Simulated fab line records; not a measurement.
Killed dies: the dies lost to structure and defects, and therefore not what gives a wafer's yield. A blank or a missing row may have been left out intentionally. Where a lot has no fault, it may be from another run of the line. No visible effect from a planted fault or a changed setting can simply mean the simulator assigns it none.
Chamber matching -- flow gf180mcu -- GF_PASSIVATION_ETCH_11 on rie diel-02: 4 sister chambers
The step etches the open film in CF4/O2, stops on TiN, target depth 1800 nm, time 400 s. 4 wafers are shown with their chamber, then 12 later ones without.

## WAFERS PAIRED WITH THEIR CHAMBERS
wafer,chamber,throttle valve pct (%)
L087.3,2,5.954
L088.6,0,5.951
L089.4,3,5.961
L089.5,1,5.964

## WAFERS WITH NO CHAMBER GIVEN
wafer,throttle valve pct (%)
L092.1,5.965
L092.2,5.954
L092.4,5.954
L093.1,5.945
L093.2,5.944
L093.5,5.956
L094.1,5.944
L094.4,5.965
L094.6,5.966
L097.2,5.948
L097.3,5.966
L097.6,5.948

## CHAMBER TAKEN BY EACH
wafer,from the rows above,in truth
L092.1,can't be placed: 1 or 3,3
L092.2,can't be placed: 2 or 0 or 3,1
L092.4,can't be placed: 2 or 0 or 3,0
L093.1,can't be placed: 0 or 2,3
L093.2,can't be placed: 0 or 2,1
L093.5,can't be placed: 2 or 3 or 0 or 1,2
L094.1,can't be placed: 0 or 2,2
L094.4,can't be placed: 1 or 3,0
L094.6,can't be placed: 1 or 3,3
L097.2,can't be placed: 0 or 2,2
L097.3,can't be placed: 1 or 3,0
L097.6,can't be placed: 0 or 2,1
Correctly placed: 0 of 12. Unplaceable from these rows: 12, with the true chamber sitting among the candidates in 6. Number placed wrongly: 0.
How it was worked out, from the rows above alone: a wafer's distance from a chamber is the root of the sum, over the readings, of the square of ((its reading less the chamber's mean) divided by the reading's scatter). The wafer belongs to the nearest chamber; if the next one is less than 2 further off, it can't be placed. For every chamber, the mean is computed from those of its wafers that are shown. The scatter (one wafer shown for each chamber): square how far every hidden wafer sits from the nearest shown wafer, average those squares and take the square root.
